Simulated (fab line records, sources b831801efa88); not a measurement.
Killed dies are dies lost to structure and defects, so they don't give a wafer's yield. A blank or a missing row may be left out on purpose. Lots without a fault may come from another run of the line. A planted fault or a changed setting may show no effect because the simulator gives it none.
Which tool did it? | flow sky130 | 12 lots, 36 wafers sampled, at 2 steps of a route of 708

WHAT THE GAUGES READ, wafer by wafer
SKY_METAL1_OVL_MEAS_16.
lot  | measured     | on         | METAL1_OVL (nm)
L075 | day 33 03:07 | overlay-01 | 8 3 0
L077 | day 34 15:22 | overlay-02 | -10 -4 -6
L079 | day 35 07:49 | overlay-02 | -9 -3 -9
L080 | day 35 17:21 | overlay-02 | -6 -6 -7
L084 | day 36 12:23 | overlay-01 | -4 3 -7
L085 | day 36 18:55 | overlay-01 | -13 -14 -11
L087 | day 37 20:58 | overlay-02 | -4 0 1
L089 | day 38 03:37 | overlay-01 | -5 -2 -1
L091 | day 38 09:49 | overlay-01 | 1 10 -5
L093 | day 39 01:58 | overlay-01 | -3 -2 3
L095 | day 39 20:59 | overlay-02 | -7 -3 7
L097 | day 39 23:25 | overlay-01 | 7 4 1

WHICH TOOL RAN EACH LOT (tool, then ch and the chambers of the sampled wafers, then the start)
lot  | SKY_CONTACT_CVD_24
L075 | cvd_w-01 ch 0,1, day 31 22:10
L077 | cvd_w-02 ch 1, day 33 11:49
L079 | cvd_w-01 ch 0,1, day 34 04:34
L080 | cvd_w-01 ch 0,1, day 34 14:32
L084 | cvd_w-02 ch 0,1, day 35 09:01
L085 | cvd_w-01 ch 0,1, day 35 16:04
L087 | cvd_w-02 ch 0, day 36 18:13
L089 | cvd_w-01 ch 0,1, day 37 00:52
L091 | cvd_w-02 ch 0,1, day 37 06:57
L093 | cvd_w-01 ch 0,1, day 37 23:37
L095 | cvd_w-02 ch 0, day 38 19:25
L097 | cvd_w-02 ch 0,1, day 38 21:41
- SKY_CONTACT_CVD_24: deposits W, target thk 340 nm, time 102.12 s.

THE ANSWER, worked out from the rows above alone
Rule: what is usual is taken from the lots themselves. Put in order of their means at a reading, lots are off if they are a third of the lots or fewer, leave a main group of 4 or more, and stand apart from it by a gap of 3 or more times the standard deviation of the main group's means; of several such gaps the widest counts. A main group whose means are all the same, to the digits that the tables above print for the reading, isn't used. A lot without any number at a reading at which 4 lots or more have one is off too. The other lots that the step has rows for count as sound.
No lot is off at any reading shown: from this, nothing can be told.

WHAT THE SIMULATOR HAD PUT IN
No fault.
